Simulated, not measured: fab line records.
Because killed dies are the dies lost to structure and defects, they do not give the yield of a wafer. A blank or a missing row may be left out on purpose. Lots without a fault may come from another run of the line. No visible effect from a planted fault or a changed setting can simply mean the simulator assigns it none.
fab line records	flow sky130
record: lots: 7	wafers: 19	last-day: 48
route steps=708 shown LDD_N@252 LDD_P@255 LDD_HVN@267 LDD_HVP@278 LDD_LDN@289 PAD_OPEN@708
lots that met no fault: taken from a fault-free run of the same line
start-h: start of the lot's first displayed wafer, in hours after the record's first day	wait-h: hours since the lot's step before	" unchanged from the row above	L1.1+2: a single row standing in for several wafers	- no value, or no start was given	* or withheld: withheld	< > ~ a bound
route shown NAME@n: names a module that has steps shown in the file, with the first one's number in the route	usual: the fault-free wafers' mean and standard deviation	same: alike in all rows	chamber/n: place in a boat	sites: per-site readings	_std_site: how widely they spread, as a standard deviation	_edge_site: mean of outer sites minus mean of inner sites	radius-mm: for every site, how far away it sits from the centre of the wafer	mask NAME#n: copy n	behind: the most recent tool/chamber to have shaped the wafer	hold: why the lot was held/for how many hours/how that ended	device: whichever transistor did not switch (one of n, p or np)	end of line: tests run on the same wafers once the route is complete	step lacking rows: just its recipe	killed: at the first sort, the dies lost to defects and structure; wafer yield is something else	map: a wafer's dies, marking killed ones x, the rest . and places with no die _
set.NAME: the setting as run; set.NAME@STEP: as run at that earlier step	model.NAME: the simulator's own value behind a step, which no gauge read
lots at some steps of the route; a table a step, a row a wafer
services: when a tool's chamber went out of use (start-h, in hours from the record's first day, below 0 if earlier), for how many hours, and the reason
== steps ==
step: SKY_LDD_N_IMPLANT_15
recipe: species: BF2	energy-kev: 50	dose-cm2: 5e+12	tilt-deg: 30	rotation-deg: 270
step: SKY_LDD_N_STRIP_16
recipe: chemistry: O2/N2	power-w: 1400	pressure-mtorr: 1500	platen-temp-c: withheld	o2-flow-sccm: 3000	n2-flow-sccm: 300	overash-fraction: 0.5
usual: drypump-motor-current-A: 5.4/0.37	oes-product-au: 0.406/0.0044	strip-time-to-endpoint-s: 4.309/0.014
lot.wafer	tool	chamber	start-h	wait-h	drypump-motor-current-A	oes-product-au	rf-hours-counter-h	strip-time-to-endpoint-s
L246.1	plasma-asher-03	1	405.61	0.1	5.0	0.403	29	4.310
L246.2	"	0	"	"	5.4	0.409	29	4.288
L246.4	"	1	"	"	4.9	0.396	-	4.323
L248.1	plasma-asher-04	1	433.26	0.1	5.7	0.404	61	4.298
L248.3	"	0	"	"	6.1	0.400	-	4.300
L248.5	"	1	"	"	5.7	0.406	-	4.305
L249.1	plasma-asher-03	0	466.72	0.1	5.5	0.393	36	4.321
L249.2	"	1	"	"	4.9	0.412	36	4.321
L249.5	"	0	"	"	5.4	0.402	-	4.298
L253.3	plasma-asher-01	1	478.71	0.1	5.6	0.405	-	4.306
L253.5	"	0	"	"	5.1	0.405	-	4.324
L253.6	"	1	"	"	5.6	0.407	-	4.313
L254.1	plasma-asher-04	1	483.97	0.1	5.7	0.393	66	4.323
L254.2	"	0	"	"	6.1	0.406	66	4.321
L254.4	"	0	"	"	6.1	0.410	-	4.320
L255.4	plasma-asher-04	0	502.06	0.1	6.2	0.409	-	4.319
L255.6	"	1	"	"	5.7	0.407	-	4.334
L256.5	plasma-asher-03	0	503.17	0.1	5.4	0.400	-	4.323
L256.6	"	1	"	"	4.9	0.398	-	4.307
step: SKY_LDD_N_TW_MEAS_17
usual: LDD_N_TW: 2561/18
lot.wafer	tool	chamber	start-h	wait-h	LDD_N_TW
L246.1	film-metro-01	-	405.71	0.1	2558
L246.2	"	-	"	"	2559
L246.4	"	-	"	"	2557
L248.1	film-metro-01	-	433.36	0.1	2560
L248.3	"	-	"	"	2546
L248.5	"	-	"	"	2539
L249.1	film-metro-02	-	466.82	0.1	2536
L249.2	"	-	"	"	2549
L249.5	"	-	"	"	2554
L253.3	film-metro-01	-	478.80	0.1	2565
L253.5	"	-	"	"	2549
L253.6	"	-	"	"	2571
L254.1	film-metro-01	-	484.07	0.1	2550
L254.2	"	-	"	"	2538
L254.4	"	-	"	"	2547
L255.4	film-metro-01	-	502.16	0.1	2556
L255.6	"	-	"	"	2541
L256.5	film-metro-01	-	503.25	0.0	2544
L256.6	"	-	"	"	2536
step: SKY_LDD_P_DEHYDRATE_00
recipe: temp-c: 200	time-s: 60
step: SKY_LDD_P_HMDS_01
recipe: prime-time-s: 60	prime-temp-c: 120
step: SKY_LDD_P_COAT_02
recipe: resist: NOVOLAK	spin-rpm: 3000	resist-thk-nm: 1140
step: SKY_LDD_P_SOFTBAKE_03
recipe: temp-c: 90	time-s: 60	resist: NOVOLAK
step: SKY_LDD_P_EXPOSE_04
recipe: mask-id: PSDM	na: 0.6	source-shape: conventional	sigma-outer: 0.6	polarization: unpolarized	target-cd-nm: 380	dose-mj: 138
step: SKY_LDD_P_PEB_05
recipe: temp-c: withheld	time-s: *	resist: NOVOLAK
step: SKY_LDD_P_DEVELOP_06
recipe: resist: NOVOLAK	developer: TMAH	develop-time-s: 60	dev-temp-c: 23
step: SKY_LDD_P_CD_MEAS_07
recipe: target-cd-nm: 380
usual: cd-nm: 381.1/2.4
lot.wafer	tool	chamber	start-h	wait-h	cd-nm
L246.1	cd-sem-01	-	435.67	0.1	379.2
L246.2	"	-	"	"	379.1
L246.4	"	-	"	"	379.6
L248.1	cd-sem-01	-	463.67	0.1	379.9
L248.3	"	-	"	"	381.5
L248.5	"	-	"	"	380.1
L249.1	cd-sem-01	-	497.29	0.1	384.8
L249.2	"	-	"	"	382.3
L249.5	"	-	"	"	384.5
L253.3	cd-sem-01	-	509.18	0.1	380.9
L253.5	"	-	"	"	381.4
L253.6	"	-	"	"	381.6
L254.1	cd-sem-01	-	515.10	0.1	378.0
L254.2	"	-	"	"	378.8
L254.4	"	-	"	"	377.1
L255.4	cd-sem-01	-	532.86	0.1	380.5
L255.6	"	-	"	"	380.3
L256.5	cd-sem-01	-	533.75	0.1	381.9
L256.6	"	-	"	"	381.4
step: SKY_LDD_P_OVL_MEAS_08
usual: LDD_P_OVL: -1.2/1.4
lot.wafer	tool	chamber	start-h	wait-h	LDD_P_OVL[nm]
L246.1	overlay-02	-	435.79	0.1	-1.3
L246.2	"	-	"	"	-1.9
L246.4	"	-	"	"	-1.7
L248.1	overlay-01	-	463.79	0.1	-3.2
L248.3	"	-	"	"	-1.3
L248.5	"	-	"	"	-2.8
L249.1	overlay-01	-	497.41	0.1	-1.6
L249.2	"	-	"	"	-2.5
L249.5	"	-	"	"	-1.2
L253.3	overlay-01	-	509.27	0.1	-1.9
L253.5	"	-	"	"	-2.5
L253.6	"	-	"	"	-1.8
L254.1	overlay-02	-	515.22	0.1	-0.1
L254.2	"	-	"	"	-0.4
L254.4	"	-	"	"	-1.6
L255.4	overlay-02	-	532.94	0.1	-1.6
L255.6	"	-	"	"	-1.4
L256.5	overlay-02	-	533.81	0.0	-1.3
L256.6	"	-	"	"	-0.1
step: SKY_LDD_P_IMPLANT_09
recipe: species: BF2	energy-kev: 25	dose-cm2: 1e+13	tilt-deg: withheld
usual: beam-on-s: 10.01/0.2
lot.wafer	tool	chamber	start-h	wait-h	beam-on-s
L246.1	implanter-04	0	435.83	0.0	9.69
L246.2	"	0	"	"	10.07
L246.4	"	0	"	"	10.01
L248.1	implanter-03	0	463.83	0.0	10.33
L248.3	"	0	"	"	9.82
L248.5	"	0	"	"	10.07
L249.1	implanter-02	0	497.44	0.0	10.23
L249.2	"	0	"	"	10.24
L249.5	"	0	"	"	9.84
L253.3	implanter-04	0	509.34	0.1	9.88
L253.5	"	0	"	"	9.82
L253.6	"	0	"	"	10.04
L254.1	implanter-04	0	515.25	0.0	9.94
L254.2	"	0	"	"	9.84
L254.4	"	0	"	"	9.97
L255.4	implanter-04	0	533.03	0.1	10.07
L255.6	"	0	"	"	9.78
L256.5	implanter-04	0	533.93	0.1	10.02
L256.6	"	0	"	"	9.91
step: SKY_LDD_P_STRIP_10
recipe: chemistry: O2/N2	power-w: 1400	pressure-mtorr: 1500	platen-temp-c: withheld	o2-flow-sccm: 3000	n2-flow-sccm: 300	overash-fraction: 0.5
usual: drypump-motor-current-A: 5.6/0.34	oes-product-au: 0.715/0.0045	strip-time-to-endpoint-s: 14.16/0.036
lot.wafer	tool	chamber	start-h	wait-h	drypump-motor-current-A	oes-product-au	rf-hours-counter-h	strip-time-to-endpoint-s
L246.1	plasma-asher-02	0	435.98	0.1	5.6	0.720	74	14.20
L246.2	"	1	"	"	5.2	0.711	74	14.13
L246.4	"	0	"	"	5.6	0.711	-	14.19
L248.1	plasma-asher-02	1	463.98	0.1	5.2	0.708	76	14.18
L248.3	"	1	"	"	5.1	0.721	-	14.18
L248.5	"	1	"	"	5.1	0.710	-	14.15
L249.1	plasma-asher-02	0	497.59	0.1	5.6	0.716	80	14.10
L249.2	"	1	"	"	5.1	0.709	80	14.12
L249.5	"	0	"	"	5.6	0.710	-	14.10
L253.3	plasma-asher-01	0	509.48	0.1	5.1	0.719	-	14.14
L253.5	"	0	"	"	5.2	0.718	-	14.14
L253.6	"	1	"	"	5.6	0.722	-	14.12
L254.1	plasma-asher-04	1	515.40	0.1	5.7	0.713	69	14.13
L254.2	"	0	"	"	6.1	0.713	69	14.18
L254.4	"	1	"	"	5.7	0.720	-	14.16
L255.4	plasma-asher-02	1	533.14	0.1	5.1	0.715	-	14.11
L255.6	"	0	"	"	5.6	0.717	-	14.10
L256.5	plasma-asher-02	0	534.04	0.1	5.6	0.714	-	14.24
L256.6	"	1	"	"	5.1	0.714	-	14.22
step: SKY_LDD_P_TW_MEAS_11
usual: LDD_P_TW: 631/4.7
lot.wafer	tool	chamber	start-h	wait-h	LDD_P_TW
L246.1	film-metro-03	-	436.08	0.1	632
L246.2	"	-	"	"	634
L246.4	"	-	"	"	640
L248.1	film-metro-04	-	464.08	0.1	637
L248.3	"	-	"	"	636
L248.5	"	-	"	"	634
L249.1	film-metro-03	-	497.69	0.1	639
L249.2	"	-	"	"	634
L249.5	"	-	"	"	635
L253.3	film-metro-02	-	509.56	0.1	627
L253.5	"	-	"	"	626
L253.6	"	-	"	"	628
L254.1	film-metro-02	-	515.50	0.1	631
L254.2	"	-	"	"	627
L254.4	"	-	"	"	616
L255.4	film-metro-02	-	533.23	0.1	619
L255.6	"	-	"	"	628
L256.5	film-metro-04	-	534.12	0.0	623
L256.6	"	-	"	"	633
step: SKY_LDD_HVN_DEHYDRATE_00
recipe: temp-c: 200	time-s: 60
step: SKY_LDD_HVN_HMDS_01
recipe: prime-time-s: 60	prime-temp-c: 120
step: SKY_LDD_HVN_COAT_02
recipe: resist: NOVOLAK	spin-rpm: 3000	resist-thk-nm: 300
step: SKY_LDD_HVN_SOFTBAKE_03
recipe: temp-c: 90	time-s: 60	resist: NOVOLAK
step: SKY_LDD_HVN_EXPOSE_04
recipe: mask-id: HVNTM	na: 0.6	source-shape: conventional	sigma-outer: 0.6	polarization: unpolarized	target-cd-nm: 700	dose-mj: 127
step: SKY_LDD_HVN_PEB_05
recipe: temp-c: withheld	time-s: *	resist: NOVOLAK
step: SKY_LDD_HVN_DEVELOP_06
recipe: resist: NOVOLAK	developer: TMAH	develop-time-s: 60	dev-temp-c: 23
step: SKY_LDD_HVN_OVL_MEAS_07
usual: LDD_HVN_OVL: -0.4/1.5
lot.wafer	tool	chamber	start-h	wait-h	LDD_HVN_OVL[nm]
L246.1	overlay-01	-	466.14	0.1	-0.8
L246.2	"	-	"	"	-0.6
L246.4	"	-	"	"	-0.9
L248.1	overlay-01	-	494.85	0.1	-2.1
L248.3	"	-	"	"	-1.2
L248.5	"	-	"	"	0.8
L249.1	overlay-02	-	527.65	0.1	-0.1
L249.2	"	-	"	"	-1.3
L249.5	"	-	"	"	-2.1
L253.3	overlay-01	-	539.15	0.1	-0.1
L253.5	"	-	"	"	0.4
L253.6	"	-	"	"	0.8
L254.1	overlay-01	-	544.69	0.1	-0.4
L254.2	"	-	"	"	0.1
L254.4	"	-	"	"	-0.8
L255.4	overlay-02	-	562.37	0.1	1.4
L255.6	"	-	"	"	0.5
L256.5	overlay-01	-	563.27	0.0	-2.2
L256.6	"	-	"	"	-0.6
step: SKY_LDD_HVN_IMPLANT_08
recipe: species: P	energy-kev: 60	dose-cm2: 3e+13	tilt-deg: 40
step: SKY_LDD_HVN_STRIP_09
recipe: chemistry: O2/N2	power-w: 1400	pressure-mtorr: 1500	platen-temp-c: withheld	o2-flow-sccm: 3000	n2-flow-sccm: 300	overash-fraction: 0.5
usual: drypump-motor-current-A: 5.33/0.24	oes-product-au: 0.407/0.0047	strip-time-to-endpoint-s: 4.128/0.016
lot.wafer	tool	chamber	start-h	wait-h	drypump-motor-current-A	oes-product-au	rf-hours-counter-h	strip-time-to-endpoint-s
L246.1	plasma-asher-02	0	466.32	0.1	5.63	0.405	77	4.143
L246.2	"	1	"	"	5.11	0.401	77	4.146
L246.4	"	1	"	"	5.12	0.406	-	4.142
L248.1	plasma-asher-02	0	495.03	0.1	5.63	0.408	79	4.128
L248.3	"	1	"	"	5.15	0.411	-	4.134
L248.5	"	1	"	"	5.12	0.417	-	4.106
L249.1	plasma-asher-03	1	527.83	0.1	4.96	0.416	42	4.133
L249.2	"	0	"	"	5.43	0.406	42	4.119
L249.5	"	1	"	"	4.95	0.409	-	4.129
L253.3	plasma-asher-01	0	539.36	0.1	5.13	0.408	-	4.153
L253.5	"	0	"	"	5.14	0.411	-	4.126
L253.6	"	1	"	"	5.55	0.406	-	4.142
L254.1	plasma-asher-01	0	544.87	0.1	5.16	0.409	12	4.148
L254.2	"	1	"	"	5.54	0.399	12	4.142
L254.4	"	0	"	"	5.15	0.417	-	4.147
L255.4	plasma-asher-01	1	562.57	0.1	5.56	0.409	-	4.107
L255.6	"	1	"	"	5.57	0.402	-	4.114
L256.5	plasma-asher-01	1	563.50	0.1	5.56	0.401	-	4.125
L256.6	"	0	"	"	5.15	0.411	-	4.118
step: SKY_LDD_HVN_TW_MEAS_10
usual: LDD_HVN_TW: 1429/9.2
lot.wafer	tool	chamber	start-h	wait-h	LDD_HVN_TW
L246.1	film-metro-01	-	466.42	0.1	1423
L246.2	"	-	"	"	1422
L246.4	"	-	"	"	1423
L248.1	film-metro-03	-	495.13	0.1	1437
L248.3	"	-	"	"	1433
L248.5	"	-	"	"	1441
L249.1	film-metro-03	-	527.94	0.1	1426
L249.2	"	-	"	"	1431
L249.5	"	-	"	"	1420
L253.3	film-metro-01	-	539.44	0.1	1420
L253.5	"	-	"	"	1420
L253.6	"	-	"	"	1417
L254.1	film-metro-03	-	544.97	0.1	1419
L254.2	"	-	"	"	1420
L254.4	"	-	"	"	1419
L255.4	film-metro-04	-	562.66	0.1	1435
L255.6	"	-	"	"	1440
L256.5	film-metro-04	-	563.57	0.0	1438
L256.6	"	-	"	"	1434
step: SKY_LDD_HVP_DEHYDRATE_00
recipe: temp-c: 200	time-s: 60
step: SKY_LDD_HVP_HMDS_01
recipe: prime-time-s: 60	prime-temp-c: 120
step: SKY_LDD_HVP_COAT_02
recipe: resist: NOVOLAK	spin-rpm: 3000	resist-thk-nm: 300
step: SKY_LDD_HVP_SOFTBAKE_03
recipe: temp-c: 90	time-s: 60	resist: NOVOLAK
step: SKY_LDD_HVP_EXPOSE_04
recipe: mask-id: HVPTM	na: 0.6	source-shape: conventional	sigma-outer: 0.6	polarization: unpolarized	target-cd-nm: 700	dose-mj: 86
step: SKY_LDD_HVP_PEB_05
recipe: temp-c: withheld	time-s: *	resist: NOVOLAK
step: SKY_LDD_HVP_DEVELOP_06
recipe: resist: NOVOLAK	developer: TMAH	develop-time-s: 60	dev-temp-c: 23
step: SKY_LDD_HVP_OVL_MEAS_07
usual: LDD_HVP_OVL: 1.4/1.4
lot.wafer	tool	chamber	start-h	wait-h	LDD_HVP_OVL[nm]
L246.1	overlay-02	-	497.22	0.1	1.6
L246.2	"	-	"	"	1.4
L246.4	"	-	"	"	1.7
L248.1	overlay-02	-	525.27	0.1	0.8
L248.3	"	-	"	"	0.5
L248.5	"	-	"	"	0.7
L249.1	overlay-01	-	557.65	0.1	0.3
L249.2	"	-	"	"	-1.6
L249.5	"	-	"	"	-0.6
L253.3	overlay-02	-	568.76	0.1	2.2
L253.5	"	-	"	"	0.5
L253.6	"	-	"	"	2.6
L254.1	overlay-01	-	574.74	0.1	1.9
L254.2	"	-	"	"	2.8
L254.4	"	-	"	"	2.8
L255.4	overlay-01	-	592.27	0.1	-1.1
L255.6	"	-	"	"	-1.9
L256.5	overlay-01	-	592.57	0.0	-0.9
L256.6	"	-	"	"	0.4
step: SKY_LDD_HVP_IMPLANT_08
recipe: species: B	energy-kev: 20	dose-cm2: 1.7e+13	tilt-deg: 17.9
step: SKY_LDD_HVP_STRIP_09
recipe: chemistry: O2/N2	power-w: 1400	pressure-mtorr: 1500	platen-temp-c: withheld	o2-flow-sccm: 3000	n2-flow-sccm: 300	overash-fraction: 0.5
usual: drypump-motor-current-A: 5.35/0.28	oes-product-au: 0.408/0.0046	strip-time-to-endpoint-s: 4.130/0.015
lot.wafer	tool	chamber	start-h	wait-h	drypump-motor-current-A	oes-product-au	rf-hours-counter-h	strip-time-to-endpoint-s
L246.1	plasma-asher-03	0	497.41	0.1	5.45	0.409	39	4.150
L246.2	"	1	"	"	4.95	0.408	39	4.119
L246.4	"	0	"	"	5.42	0.413	-	4.140
L248.1	plasma-asher-02	0	525.46	0.1	5.64	0.408	82	4.114
L248.3	"	0	"	"	5.63	0.410	-	4.120
L248.5	"	1	"	"	5.10	0.407	-	4.131
L249.1	plasma-asher-02	0	557.83	0.1	5.61	0.407	86	4.126
L249.2	"	1	"	"	5.14	0.405	86	4.124
L249.5	"	1	"	"	5.15	0.405	-	4.124
L253.3	plasma-asher-02	1	568.97	0.1	5.16	0.405	-	4.128
L253.5	"	0	"	"	5.63	0.411	-	4.157
L253.6	"	1	"	"	5.13	0.410	-	4.107
L254.1	plasma-asher-02	0	574.93	0.1	5.61	0.409	88	4.131
L254.2	"	1	"	"	5.16	0.409	88	4.112
L254.4	"	1	"	"	5.16	0.403	-	4.124
L255.4	plasma-asher-02	0	592.47	0.1	5.64	0.405	-	4.117
L255.6	"	0	"	"	5.66	0.413	-	4.163
L256.5	plasma-asher-03	1	592.80	0.1	4.95	0.408	-	4.131
L256.6	"	0	"	"	5.44	0.410	-	4.105
step: SKY_LDD_HVP_TW_MEAS_10
usual: LDD_HVP_TW: 452.8/3
lot.wafer	tool	chamber	start-h	wait-h	LDD_HVP_TW
L246.1	film-metro-03	-	497.51	0.1	453.8
L246.2	"	-	"	"	454.5
L246.4	"	-	"	"	453.8
L248.1	film-metro-03	-	525.56	0.1	452.4
L248.3	"	-	"	"	451.8
L248.5	"	-	"	"	452.2
L249.1	film-metro-02	-	557.93	0.1	451.2
L249.2	"	-	"	"	449.4
L249.5	"	-	"	"	454.7
L253.3	film-metro-01	-	569.05	0.1	448.2
L253.5	"	-	"	"	451.1
L253.6	"	-	"	"	450.7
L254.1	film-metro-01	-	575.03	0.1	449.7
L254.2	"	-	"	"	450.6
L254.4	"	-	"	"	448.3
L255.4	film-metro-03	-	592.56	0.1	453.1
L255.6	"	-	"	"	455.0
L256.5	film-metro-03	-	592.87	0.0	453.9
L256.6	"	-	"	"	452.5
step: SKY_LDD_LDN_DEHYDRATE_00
recipe: temp-c: 200	time-s: 60
step: SKY_LDD_LDN_HMDS_01
recipe: prime-time-s: 60	prime-temp-c: 120
step: SKY_LDD_LDN_COAT_02
recipe: resist: NOVOLAK	spin-rpm: 3000	resist-thk-nm: 1140
step: SKY_LDD_LDN_SOFTBAKE_03
recipe: temp-c: 90	time-s: 60	resist: NOVOLAK
step: SKY_LDD_LDN_EXPOSE_04
recipe: mask-id: LDNTM	na: 0.6	source-shape: conventional	sigma-outer: 0.6	polarization: unpolarized	target-cd-nm: 700	dose-mj: 140
step: SKY_PAD_OPEN_PROBE_99
usual: killed_at_M0_to_M3: 43/6.5	killed_at_M4_up: 3.5/1.9	killed-at-contacts: 24/5.4	killed-at-front-end: 16/4.8	killed-at-other: 0.4/0.64	killed-dies: 87/9.4	killed-open: 47/7	killed-short: 40/6.3
same: gross-dies: 492	killed-at-back-side: 0
lot.wafer	tool	chamber	start-h	wait-h	killed_at_M0_to_M3	killed_at_M4_up	killed-at-contacts	killed-at-front-end	killed-at-other	killed-dies	killed-open	killed-short	model.etest.tip-p.rs-ohm-sq-range	model.etest.pfet_01v8.vt-v-range
L246.1	prober-02	-	1077.90	0.1	49	4	27	10	0	90	54	36	191.4	0.0121
L246.2	prober-02	-	1077.95	0.1	45	1	20	6	0	72	45	27	219.6	0.007951
L246.4	prober-02	-	1078.05	0.2	37	1	28	12	0	78	46	32	193.1	0.01102
L248.1	prober-02	-	1094.87	0.1	39	1	22	17	0	79	32	47	102.2	0.01256
L248.3	prober-02	-	1094.97	0.2	62	3	18	14	0	97	56	41	120.7	0.01108
L248.5	prober-02	-	1095.07	0.2	32	2	15	18	0	67	32	34	274.5	0.008429
L249.1	prober-01	-	1118.85	0.1	36	2	27	15	1	81	42	39	233.1	0.01042
L249.2	prober-01	-	1118.90	0.1	38	2	23	19	2	84	41	41	236.2	0.008919
L249.5	prober-01	-	1119.05	0.2	33	7	23	17	0	80	37	43	190.4	0.01021
L253.3	prober-01	-	1124.61	0.2	46	3	27	11	2	89	49	40	113	0.01165
L253.5	prober-01	-	1124.71	0.2	48	1	32	12	0	93	49	44	132.4	0.01323
L253.6	prober-01	-	1124.76	0.2	41	4	25	7	0	77	44	33	171.7	0.01085
L254.1	prober-02	-	1126.81	0.1	37	3	17	15	0	72	38	34	328.5	0.01773
L254.2	prober-02	-	1126.86	0.1	40	2	25	16	1	84	46	38	170.6	0.02116
L254.4	prober-02	-	1126.96	0.2	44	7	28	16	0	95	54	40	2438	0.03422
L256.5	prober-01	-	1142.01	0.2	41	8	28	21	0	98	52	45	2379	0.03281
L256.6	prober-01	-	1142.06	0.2	39	2	31	12	1	85	48	36	257.5	0.0141
L255.4	prober-01	-	1143.46	0.2	36	4	19	15	1	75	35	37	2454	0.03341
L255.6	prober-01	-	1143.56	0.2	38	5	26	19	1	89	46	42	158.8	0.008308
killed by level:class
L246.1 CONTACT:geometric-particle:open=14 LI_CONTACT:geometric-particle:open=8 VIA1:geometric-particle:open=8 VIA2:geometric-particle:open=8 VIA3:geometric-particle:open=8 VIA1:geometric-particle:short=7 METAL3:geometric-particle:short=5 FIELD_ISO:geometric-particle:open=4
L246.2 VIA1:geometric-particle:open=12 CONTACT:geometric-particle:open=9 VIA1:geometric-particle:short=7 VIA3:geometric-particle:open=7 METAL2:geometric-particle:short=6 LI_CONTACT:geometric-particle:open=5 METAL1:geometric-particle:short=4 VIA2:geometric-particle:open=4
L246.4 CONTACT:geometric-particle:open=13 VIA1:geometric-particle:open=10 LI_CONTACT:geometric-particle:open=7 METAL3:geometric-particle:short=5 VIA3:geometric-particle:open=5 CONTACT:geometric-particle:short=4 VIA2:geometric-particle:open=4 FIELD_ISO:geometric-particle:short=3
L248.1 METAL2:geometric-particle:short=7 METAL1:geometric-particle:short=7 FIELD_ISO:geometric-particle:short=6 CONTACT:geometric-particle:open=6 VIA3:geometric-particle:short=6 POLY_GATE:geometric-particle:short=5 LI_CONTACT:geometric-particle:open=5 CONTACT:geometric-particle:short=5
L248.3 VIA1:geometric-particle:open=16 VIA3:geometric-particle:open=9 METAL2:geometric-particle:short=8 VIA2:geometric-particle:open=7 LI_CONTACT:geometric-particle:open=5 CONTACT:geometric-particle:open=5 METAL3:geometric-particle:short=5 FIELD_ISO:geometric-particle:open=4
L248.5 VIA1:geometric-particle:open=7 FIELD_ISO:geometric-particle:short=5 POLY_GATE:geometric-particle:open=5 LI_CONTACT:geometric-particle:open=5 METAL1:geometric-particle:short=5 CONTACT:geometric-particle:open=4 METAL2:geometric-particle:short=4 POLY_GATE:geometric-particle:short=3
L249.1 CONTACT:geometric-particle:open=13 VIA1:geometric-particle:open=7 CONTACT:geometric-particle:short=6 LI_CONTACT:geometric-particle:open=5 FIELD_ISO:geometric-particle:open=4 POLY_GATE:geometric-particle:short=4 VIA2:geometric-particle:open=4 METAL3:geometric-particle:short=4
L249.2 VIA2:geometric-particle:open=11 LOCAL_INTERCONNECT:geometric-particle:short=9 CONTACT:geometric-particle:open=7 METAL1:geometric-particle:short=5 LI_CONTACT:geometric-particle:open=5 METAL2:geometric-particle:short=5 VIA2:geometric-particle:short=5 VIA3:geometric-particle:open=5
L249.5 VIA1:geometric-particle:open=6 LI_CONTACT:geometric-particle:open=5 LOCAL_INTERCONNECT:geometric-particle:short=5 CONTACT:geometric-particle:short=5 CONTACT:geometric-particle:open=5 VIA2:geometric-particle:short=5 METAL4:geometric-particle:short=5 FIELD_ISO:geometric-particle:open=4
L253.3 CONTACT:geometric-particle:open=11 VIA1:geometric-particle:open=9 LI_CONTACT:geometric-particle:open=7 METAL1:geometric-particle:short=7 METAL2:geometric-particle:short=7 VIA3:geometric-particle:open=7 POLY_GATE:geometric-particle:open=4 LOCAL_INTERCONNECT:geometric-particle:short=4
L253.5 VIA1:geometric-particle:open=13 CONTACT:geometric-particle:open=10 LI_CONTACT:geometric-particle:open=9 VIA1:geometric-particle:short=9 VIA3:geometric-particle:open=7 CONTACT:geometric-particle:short=6 POLY_GATE:geometric-particle:short=5 METAL2:geometric-particle:short=5
L253.6 CONTACT:geometric-particle:open=12 VIA1:geometric-particle:open=11 VIA2:geometric-particle:open=7 METAL1:geometric-particle:short=6 LI_CONTACT:geometric-particle:open=5 CONTACT:geometric-particle:short=4 VIA1:geometric-particle:short=4 METAL2:geometric-particle:short=4
L254.1 VIA1:geometric-particle:open=9 VIA2:geometric-particle:open=8 CONTACT:geometric-particle:open=8 FIELD_ISO:geometric-particle:short=6 LI_CONTACT:geometric-particle:open=5 VIA3:geometric-particle:open=5 VIA2:geometric-particle:short=4 LOCAL_INTERCONNECT:geometric-particle:short=3
L254.2 LI_CONTACT:geometric-particle:open=11 POLY_GATE:geometric-particle:short=7 CONTACT:geometric-particle:open=7 VIA1:geometric-particle:open=7 VIA2:geometric-particle:open=6 METAL2:geometric-particle:short=6 METAL1:geometric-particle:short=5 FIELD_ISO:geometric-particle:open=3
L254.4 CONTACT:geometric-particle:open=14 VIA1:geometric-particle:open=8 METAL2:geometric-particle:short=7 LI_CONTACT:geometric-particle:open=6 VIA1:geometric-particle:short=6 VIA3:geometric-particle:open=6 VIA2:geometric-particle:open=5 SPACER:geometric-particle:open=4
L256.5 CONTACT:geometric-particle:open=11 FIELD_ISO:geometric-particle:short=9 VIA1:geometric-particle:open=8 FIELD_ISO:geometric-particle:open=6 VIA3:geometric-particle:open=6 LOCAL_INTERCONNECT:geometric-particle:short=6 VIA1:geometric-particle:short=6 METAL4:geometric-particle:short=6
L256.6 VIA1:geometric-particle:open=10 LI_CONTACT:geometric-particle:open=8 LOCAL_INTERCONNECT:geometric-particle:short=8 CONTACT:geometric-particle:open=7 VIA3:geometric-particle:open=6 VIA1:geometric-particle:short=5 FIELD_ISO:geometric-particle:short=4 FIELD_ISO:geometric-particle:open=4
L255.4 LI_CONTACT:geometric-particle:open=7 VIA1:geometric-particle:open=7 CONTACT:geometric-particle:open=7 METAL3:geometric-particle:short=6 VIA1:geometric-particle:short=5 METAL2:geometric-particle:short=4 METAL1:geometric-particle:short=4 FIELD_ISO:geometric-particle:short=3
L255.6 CONTACT:geometric-particle:open=14 VIA1:geometric-particle:open=9 FIELD_ISO:geometric-particle:short=7 CONTACT:geometric-particle:short=6 VIA3:geometric-particle:open=5 VIA1:geometric-particle:short=5 METAL4:geometric-particle:short=5 POLY_GATE:geometric-particle:short=4
== services ==
tool	chamber	start-h	hours	kind
plasma-asher-02	-	386.98	3.1	repair
plasma-asher-01	-	421.25	9.0	pm
plasma-asher-01	0	421.25	9.0	vent-cycle
plasma-asher-01	1	421.25	9.0	vent-cycle
plasma-asher-02	-	421.50	2.8	pm
plasma-asher-01	0	430.25	-	clean
plasma-asher-01	1	430.25	-	clean
implanter-02	-	431.21	12.7	repair
implanter-03	-	458.24	3.4	pm
implanter-02	-	465.18	6.5	repair
implanter-03	-	492.13	34.3	repair
plasma-asher-04	-	517.14	1.1	repair
plasma-asher-04	-	548.57	16.9	repair
plasma-asher-04	-	567.44	4.5	repair
implanter-03	-	568.34	19.8	pm
implanter-04	-	576.89	5.5	pm
implanter-02	-	584.07	5.2	repair
== key ==
first-sign: step: SKY_LDD_P_TW_MEAS_11	reading: LDD_P_TW	direction: down	sigmas: 2.4	usual: 631	struck: 619
effect none on later readings
model-effect: step: SKY_PAD_OPEN_PROBE_99	value: etest.tip-p.rs-ohm-sq-range	without: 200.4	struck: 2424
met-at SKY_LDD_P_IMPLANT_09
struck-wafers L254.4,L255.4,L256.5
tester-left-out L254,L255,L256
onset-between 509.34 515.25
fault: kind: process-parameter-drift	tool: implanter-04	chamber: -	onset-h: 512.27	steps: SKY_LDD_P_IMPLANT_09	channel: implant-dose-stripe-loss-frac	offset: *	shape: step	end-h: 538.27	scope: struck-wafers-only
tester-left-out: of these lots the tester's yield and bins aren't shown, on N5 and GAA mostly nor the transistor test; their killed dies are dies lost to structure and defects alone, not to doping, threshold or leakage, so they don't give the yield
